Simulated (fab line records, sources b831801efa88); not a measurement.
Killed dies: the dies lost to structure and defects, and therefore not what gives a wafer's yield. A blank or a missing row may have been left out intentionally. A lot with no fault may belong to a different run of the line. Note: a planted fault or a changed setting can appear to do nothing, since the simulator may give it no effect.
The tool behind it: which one? || flow gf180mcu || Sampling: 7 lots, 21 wafers, 2 of 602 route steps

WHAT THE GAUGES READ, wafer by wafer
GF_STI_CD_MEAS_12 targets a cd of 220 nm.
{"lot": "L331", "measured": "day 2 06:21", "on": "cdSem-02", "cdNm (nm)": "220.6 220.3 220.0"}
{"lot": "L336", "measured": "day 3 09:28", "on": "cdSem-02", "cdNm (nm)": "339.8 338.9 339.0"}
{"lot": "L338", "measured": "day 3 18:05", "on": "cdSem-02", "cdNm (nm)": "328.8 328.1 328.7"}
{"lot": "L339", "measured": "day 4 01:31", "on": "cdSem-01", "cdNm (nm)": "221.1 221.1 221.4"}
{"lot": "L344", "measured": "day 5 05:29", "on": "cdSem-01", "cdNm (nm)": "218.2 219.0 218.8"}
{"lot": "L348", "measured": "day 5 22:21", "on": "cdSem-01", "cdNm (nm)": "220.3 221.0 220.7"}
{"lot": "L351", "measured": "day 6 13:26", "on": "cdSem-02", "cdNm (nm)": "219.8 219.9 220.3"}

EACH LOT AND THE TOOL THAT RAN IT (in order: tool; ch and the chambers of the sampled wafers; start)
{"lot": "L331", "GF_STI_PEB_10": "lithoTrack-02 ch 0, day 2 05:33"}
{"lot": "L336", "GF_STI_PEB_10": "lithoTrack-02 ch 0, day 3 09:08"}
{"lot": "L338", "GF_STI_PEB_10": "lithoTrack-02 ch 0, day 3 17:46"}
{"lot": "L339", "GF_STI_PEB_10": "lithoTrack-03 ch 0, day 4 01:10"}
{"lot": "L344", "GF_STI_PEB_10": "lithoTrack-03 ch 0, day 5 05:08"}
{"lot": "L348", "GF_STI_PEB_10": "lithoTrack-04 ch 0, day 5 22:01"}
{"lot": "L351", "GF_STI_PEB_10": "lithoTrack-03 ch 0, day 6 13:05"}
- GF_STI_PEB_10: peb time 90 s.

THE ANSWER, worked out from the rows above alone
Rule: the usual values come from the lots themselves. Put in order of their means at a reading, lots are off if they are a third of the lots or fewer, leave a main group of 4 or more, and stand apart from it by a gap of 3 or more times the standard deviation of the main group's means; of several such gaps the widest counts. The tables above print the reading to a certain number of digits; a main group whose means all agree to those digits is not used. Also off: a lot with no number at a reading for which 4 or more lots have one. The other lots that the step has rows for count as sound.
Off, at GF_STI_CD_MEAS_12 on cdNm: L336, L338. For the main group the mean is 220.2 nm and the standard deviation 0.85.
If a tool, at a process step before that reading, ran all the lots that are off and no sound lot after the first of them, it fits. Gauges at GF_STI_CD_MEAS_12: tried the same way as those tools. One candidate fits, namely lithoTrack-02 at GF_STI_PEB_10. A fault onset in the window from L331 (day 2 05:33, its last sound lot) to L336 (day 3 09:08, its first lot off) fits.

WHAT HAD BEEN PUT IN BY THE SIMULATOR
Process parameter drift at GF_STI_PEB_10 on lithoTrack-02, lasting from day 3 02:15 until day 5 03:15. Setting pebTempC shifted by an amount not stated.
Shown lots that were struck: L336, L338. The same result came from the rule above.
